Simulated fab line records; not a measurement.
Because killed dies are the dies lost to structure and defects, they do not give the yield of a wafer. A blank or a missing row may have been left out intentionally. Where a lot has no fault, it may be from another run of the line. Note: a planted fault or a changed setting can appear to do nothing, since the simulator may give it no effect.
fab line records	flow sky130
record lots=7	wafers=21	last_day=50
route steps=708 shown VIA3@575
lots untouched by any fault: they come from a run of this same line in which no faults occurred
start_h: the number of hours between the record's first day and the start of the first shown wafer of the lot	wait_h: time in hours since the lot's previous step	" identical to the entry in the row above	L1.1+2: one row covering several wafers at once	- no value, or no start given	* or withheld: withheld	< > ~ a bound
route shown NAME@n: NAME is a module with steps in the file, n the number in the route of the first one	usual: mean and standard deviation over wafers with no fault	same: alike in all rows	chamber/n: place in a boat	sites: each site's reading	_std_site: the standard deviation of these	_edge_site: outer sites' mean less inner sites'	radius_mm: for every site, how far away it sits from the centre of the wafer	mask NAME#n: copy n	behind: the most recent tool/chamber to have shaped the wafer	hold: cause of the lot's hold/its duration in hours/its outcome	device: the n, p or np transistor that did not switch	end of line: at the end of the route, the tests of the same wafers	for a step that has no rows: nothing shown but its recipe	killed: not the wafer's yield, but the dies lost to structure and defects at the first sort	map: shows each die of a wafer: x if killed, . if not, _ if none is there
set.NAME: the setting that was run; set.NAME@STEP: the one run at that earlier step	model.NAME: the simulator's own value behind a step, which no gauge read
lots at some steps of the route; a table a step, a row a wafer
services: the hour from which a tool's chamber was out of use, counted from the record's first day as start_h (under 0 if before that day), plus the number of hours and why
## steps
# step SKY_VIA3_CMP_02
# recipe material=SiO2	down_force_psi=4	platen_rpm=60	pad_velocity_m_s=0.94248
# usual edge_zone_pressure_frac=1.000/0.0054	motor_current_A=11.5/1.5
lot.wafer	tool	chamber	start_h	wait_h	edge_zone_pressure_frac	motor_current_A
L309.1	cmp-02	3	909.52	0.1	0.993	12.9
L309.6	"	1	"	"	1.006	10.8
L309.5	"	2	"	"	0.998	10.2
L312.3	cmp-02	1	941.99	0.0	0.996	11.0
L312.2	"	3	"	"	0.993	13.3
L312.5	"	2	"	"	1.000	9.5
L321.3	cmp-02	3	1006.54	0.1	0.999	12.3
L321.2	"	1	"	"	0.999	10.5
L321.5	"	3	"	"	1.002	12.7
L324.1	cmp-02	3	1016.84	0.1	1.009	12.9
L324.6	"	1	"	"	1.001	10.8
L324.5	"	2	"	"	0.989	9.9
L325.4	cmp-01	0	1023.64	0.0	0.997	12.5
L325.3	"	1	"	"	1.006	9.4
L325.2	"	3	"	"	0.999	10.6
L326.3	cmp-02	1	1038.17	0.1	1.009	11.6
L326.1	"	3	"	"	0.995	13.1
L326.5	"	0	"	"	0.997	12.6
L331.1	cmp-01	3	1064.93	0.2	1.001	10.6
L331.6	"	2	"	"	1.005	14.4
L331.5	"	3	"	"	0.992	10.5
# step SKY_VIA3_BOW_MEAS_03
# recipe mode=bow
# usual VIA3_BOW=79/7.7
lot.wafer	tool	chamber	start_h	wait_h	VIA3_BOW[um]
L309.1	film_metro-02	-	909.72	0.1	85
L309.5	"	-	"	"	79
L309.6	"	-	"	"	82
L312.2	film_metro-01	-	942.31	0.2	82
L312.3	"	-	"	"	86
L312.5	"	-	"	"	82
L321.2	film_metro-01	-	1006.81	0.1	88
L321.3	"	-	"	"	67
L321.5	"	-	"	"	80
L324.1	film_metro-03	-	1017.04	0.1	87
L324.5	"	-	"	"	69
L324.6	"	-	"	"	74
L325.2	film_metro-01	-	1023.96	0.1	100
L325.3	"	-	"	"	82
L325.4	"	-	"	"	91
L326.1	film_metro-01	-	1038.42	0.1	79
L326.3	"	-	"	"	80
L326.5	"	-	"	"	87
L331.1	film_metro-01	-	1065.18	0.2	74
L331.5	"	-	"	"	79
L331.6	"	-	"	"	85
# step SKY_VIA3_DEHYDRATE_04
# recipe temp_c=200	time_s=60
# step SKY_VIA3_HMDS_05
# recipe prime_time_s=60	prime_temp_c=120
# step SKY_VIA3_COAT_06
# recipe resist=BARC	temp_c=withheld	time_s=withheld	spin_rpm=3000	resist_thk_nm=60
# step SKY_VIA3_COAT_07
# recipe resist=KrF-thick	spin_rpm=3000	resist_thk_nm=450
# step SKY_VIA3_SOFTBAKE_08
# recipe temp_c=100	time_s=90	resist=KrF-thick
# step SKY_VIA3_EXPOSE_09
# recipe mask_id=VIM3	na=0.8	source_shape=annular	sigma_inner=0.55	sigma_outer=0.85	target_cd_nm=200	dose_mj=38
# step SKY_VIA3_PEB_10
# recipe peb_temp_c=withheld	peb_time_s=withheld	resist=KrF-thick
# step SKY_VIA3_DEVELOP_11
# recipe develop_time_s=60	resist=KrF-thick	dev_temp_c=21
# step SKY_VIA3_CD_MEAS_12
# recipe target_cd_nm=200
# usual cd_nm=200.3/1.4
lot.wafer	tool	chamber	start_h	wait_h	cd_nm
L309.1	cd_sem-02	-	935.00	-	198.9
L309.5	"	-	"	"	198.8
L309.6	"	-	"	"	199.3
L312.2	cd_sem-02	-	966.70	-	198.7
L312.3	"	-	"	"	198.9
L312.5	"	-	"	"	198.9
L321.2	cd_sem-01	-	1029.63	-	201.2
L321.3	"	-	"	"	199.6
L321.5	"	-	"	"	201.6
L324.1	cd_sem-02	-	1039.73	-	199.0
L324.5	"	-	"	"	199.1
L324.6	"	-	"	"	199.0
L325.2	cd_sem-02	-	1047.55	-	199.1
L325.3	"	-	"	"	198.2
L325.4	"	-	"	"	198.8
L326.1	cd_sem-01	-	1060.45	-	199.2
L326.3	"	-	"	"	200.1
L326.5	"	-	"	"	200.0
L331.1	cd_sem-02	-	1087.06	-	202.5
L331.5	"	-	"	"	201.0
L331.6	"	-	"	"	202.4
# step SKY_VIA3_OVL_MEAS_13
# usual VIA3_OVL=-3/4.1
lot.wafer	tool	chamber	start_h	wait_h	VIA3_OVL[nm]
L309.1	overlay-01	-	935.12	0.1	3
L309.5	"	-	"	"	-4
L309.6	"	-	"	"	0
L312.2	overlay-02	-	966.81	0.1	-6
L312.3	"	-	"	"	-3
L312.5	"	-	"	"	-10
L321.2	overlay-02	-	1029.74	0.1	-1
L321.3	"	-	"	"	-3
L321.5	"	-	"	"	-7
L324.1	overlay-02	-	1039.85	0.1	-2
L324.5	"	-	"	"	-4
L324.6	"	-	"	"	-1
L325.2	overlay-01	-	1047.66	0.1	-9
L325.3	"	-	"	"	-2
L325.4	"	-	"	"	-2
L326.1	overlay-01	-	1060.57	0.1	0
L326.3	"	-	"	"	-4
L326.5	"	-	"	"	-4
L331.1	overlay-02	-	1087.18	0.1	0
L331.5	"	-	"	"	-3
L331.6	"	-	"	"	-5
# step SKY_VIA3_ETCH_14
# recipe chemistry=N2/H2	target=BARC	ion_energy_ev=200	source_w=500	bias_w=100	pressure_mtorr=30	n2_flow_sccm=100	h2_flow_sccm=200	stop_on=SiO2	time_s=45.9	target_depth_a=600
# usual drypump_motor_current_A=5.5/0.43	h2_flow_sccm=200.0/0.59	oes_product_au=0.854/0.0045	throttle_valve_pct=13.223/0.0097
lot.wafer	tool	chamber	start_h	wait_h	drypump_motor_current_A	h2_flow_sccm	oes_product_au	rf_hours_counter_h	throttle_valve_pct	model.KrF-thick_of_VIA3_COAT_07.thk_nm	model.etch.depth_nm	model.VIA3.cd_nm
L309.1	rie_diel-02	2	935.16	0.0	5.5	201.4	0.851	16	13.210	392.4	59.66	198.8
L309.5	"	3	"	"	5.9	200.3	0.848	-	13.231	392.4	59.72	199.8
L309.6	"	0	"	"	5.9	200.0	0.854	-	13.212	392.7	59.76	198.8
L312.2	rie_diel-03	3	966.84	0.0	5.2	200.4	0.853	15	13.222	393.8	60.06	198.4
L312.3	"	2	"	"	4.8	199.5	0.850	20	13.232	395	59.9	198.7
L312.5	"	2	"	"	4.8	199.2	0.848	-	13.222	394.7	59.81	199.2
L321.2	rie_diel-02	0	1029.77	0.0	5.9	200.4	0.801	13	13.216	406.7	53.19	198.6
L321.3	"	2	"	"	5.5	200.6	0.845	19	13.228	392.5	60.16	200.1
L321.5	"	0	"	"	5.9	200.3	0.849	-	13.234	392.3	60.11	202
L324.1	rie_diel-03	2	1039.89	0.0	4.8	199.6	0.861	22	13.231	393.8	59.89	198.8
L324.5	"	0	"	"	6.0	200.3	0.848	-	13.201	393	60.01	198.7
L324.6	"	1	"	"	6.1	199.3	0.851	-	13.217	390.1	59.92	200
L325.2	rie_diel-02	2	1047.69	0.0	5.5	199.8	0.797	19	13.218	407.8	52.85	197
L325.3	"	3	"	"	5.9	200.5	0.855	3	13.232	393.2	59.78	198.5
L325.4	"	0	"	"	5.9	200.5	0.861	13	13.240	392.2	59.71	198.5
L326.1	rie_diel-02	2	1060.61	0.0	5.5	199.2	0.808	20	13.221	409.2	52.92	196.3
L326.3	"	0	"	"	5.9	199.6	0.864	14	13.219	393.9	60.1	199.8
L326.5	"	3	"	"	5.9	200.0	0.854	-	13.209	394.8	60.03	199.7
L331.1	rie_diel-03	0	1087.22	0.0	6.0	200.0	0.856	11	13.235	394.7	59.84	202
L331.5	"	2	"	"	4.8	199.8	0.860	-	13.202	395	59.93	201.8
L331.6	"	3	"	"	5.2	199.9	0.857	-	13.217	396	59.84	202.5
# step SKY_VIA3_ETCH_15
# recipe target=SiO2	chemistry=C4F8/O2/Ar	target_depth_nm=507	stop_on=TiN	mask_material=KrF-thick	source_w=1500	bias_w=1200	pressure_mtorr=40	c4f8_flow_sccm=withheld	O2_flow_sccm=6	Ar_flow_sccm=300	time_s=78
# usual oes_product_au=0.945/0.0044
lot.wafer	tool	chamber	start_h	wait_h	oes_product_au	rf_hours_counter_h	model.KrF-thick_of_VIA3_COAT_07.thk_nm
L309.1	rie_diel-02	2	935.20	0.0	0.952	16	290.1
L309.5	"	3	"	"	0.950	-	290.9
L309.6	"	0	"	"	0.940	-	291.4
L312.2	rie_diel-03	3	966.88	0.0	0.950	15	293.2
L312.3	"	2	"	"	0.953	20	293.9
L312.5	"	2	"	"	0.955	-	292.5
L321.2	rie_diel-02	0	1029.81	0.0	0.376	13	304.5
L321.3	"	2	"	"	0.947	19	290.5
L321.5	"	0	"	"	0.948	-	290.6
L324.1	rie_diel-03	2	1039.93	0.0	0.942	22	293.7
L324.5	"	0	"	"	0.945	-	292
L324.6	"	1	"	"	0.941	-	289.6
L325.2	rie_diel-02	2	1047.73	0.0	0.377	19	305.6
L325.3	"	3	"	"	0.943	3	291.7
L325.4	"	0	"	"	0.944	13	290.3
L326.1	rie_diel-02	2	1060.65	0.0	0.368	20	307.8
L326.3	"	0	"	"	0.948	14	292.6
L326.5	"	3	"	"	0.955	-	292.6
L331.1	rie_diel-03	0	1087.26	0.0	0.948	11	293.5
L331.5	"	2	"	"	0.945	-	295.3
L331.6	"	3	"	"	0.945	-	295.9
# step SKY_VIA3_STRIP_16
# recipe chemistry=O2/N2	power_w=1400	pressure_mtorr=1500	platen_temp_c=withheld	o2_flow_sccm=3000	n2_flow_sccm=300	overash_fraction=0.5
# usual drypump_motor_current_A=5.6/0.38	oes_product_au=0.402/0.0049	strip_time_to_endpoint_s=4.140/0.023
lot.wafer	tool	chamber	start_h	wait_h	drypump_motor_current_A	oes_product_au	rf_hours_counter_h	strip_time_to_endpoint_s
L309.1	plasma_asher-03	1	935.26	0.0	5.8	0.402	19	4.111
L309.5	"	0	"	"	5.5	0.403	-	4.124
L309.6	"	1	"	"	5.8	0.402	-	4.127
L312.2	plasma_asher-02	1	966.94	0.0	5.7	0.396	83	4.150
L312.3	"	1	"	"	5.7	0.407	-	4.149
L312.5	"	0	"	"	5.3	0.405	-	4.139
L321.2	plasma_asher-03	0	1029.87	0.0	5.5	0.411	30	4.286
L321.3	"	0	"	"	5.6	0.399	-	4.120
L321.5	"	1	"	"	5.8	0.402	-	4.110
L324.1	plasma_asher-04	1	1039.99	0.0	6.3	0.404	120	4.152
L324.5	"	0	"	"	5.0	0.406	-	4.137
L324.6	"	1	"	"	6.3	0.408	-	4.113
L325.2	plasma_asher-03	1	1047.79	0.0	5.8	0.402	32	4.282
L325.3	"	1	"	"	5.8	0.401	-	4.130
L325.4	"	0	"	"	5.6	0.399	-	4.114
L326.1	plasma_asher-03	0	1060.71	0.0	5.6	0.410	33	4.311
L326.3	"	1	"	"	5.8	0.402	-	4.155
L326.5	"	0	"	"	5.5	0.410	-	4.149
L331.1	plasma_asher-04	1	1087.32	0.0	6.3	0.404	2	4.152
L331.5	"	0	"	"	5.0	0.409	-	4.160
L331.6	"	1	"	"	6.3	0.402	-	4.183
# step SKY_VIA3_STRIP_17
# recipe chemistry=post_etch_residue_remover	time_s=1200	temp_c=72.5
## services
tool	chamber	start_h	hours	kind
cmp-01	-	909.31	0.3	repair
rie_diel-03	3	910.74	1.9	repair
plasma_asher-02	-	911.57	11.8	repair
cmp-02	-	912.62	4.0	pm
rie_diel-02	3	935.49	6.2	repair
rie_diel-02	3	941.66	-	clean
rie_diel-02	3	941.66	-	consumable_replace:showerhead
rie_diel-02	3	941.66	18.0	scheduled_down
cmp-02	-	945.10	3.9	repair
rie_diel-03	1	960.49	13.2	repair
plasma_asher-04	-	974.62	22.6	repair
cmp-01	-	989.97	4.3	pm
plasma_asher-04	-	997.25	2.8	pm
plasma_asher-02	-	1001.48	18.3	repair
cmp-01	-	1002.88	1.0	repair
plasma_asher-03	-	1006.01	2.8	pm
cmp-01	-	1006.92	15.1	pm
cmp-01	-	1031.39	2.3	repair
cmp-02	-	1037.34	0.2	repair
cmp-02	-	1040.11	2.4	repair
plasma_asher-04	-	1055.25	9.0	pm
rie_diel-03	-	1067.55	1.7	repair
plasma_asher-02	-	1075.65	3.7	repair
cmp-01	-	1084.16	4.0	pm
## key
first_sign step=SKY_VIA3_ETCH_14	reading=oes_product_au	direction=down	sigmas=12	usual=0.854	struck=0.802
effect step=SKY_VIA3_ETCH_15	reading=oes_product_au	direction=down	sigmas=99+	usual=0.945	struck=0.374
effect step=SKY_VIA3_STRIP_16	reading=strip_time_to_endpoint_s	direction=up	sigmas=6.7	usual=*	struck=*
model_effect step=SKY_VIA3_ETCH_14	value=KrF-thick_of_VIA3_COAT_07.thk_nm	without=394.2	struck=407.9
model_effect step=SKY_VIA3_ETCH_15	value=KrF-thick_of_VIA3_COAT_07.thk_nm	without=292.2	struck=306
met_at SKY_VIA3_ETCH_14
struck_wafers L321.2,L325.2,L326.1
later_rows_left_out L321.2,L325.2,L326.1
sort_left_out L321.2,L325.2,L326.1
onset_between 935.16 1029.77
fault kind=process_parameter_drift	tool=rie_diel-02	chamber=-	onset_h=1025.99	steps=SKY_VIA3_ETCH_14	channel=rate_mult	offset=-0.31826	shape=step	end_h=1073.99	scope=struck_wafers_only
# sort_left_out: the simulated sort isn't trusted on such a fault, so these wafers' sort isn't shown, and their yield isn't known
# later_rows_left_out: the simulator's readings of these wafers behind a module that went badly wrong aren't trusted and aren't shown, but for the sort
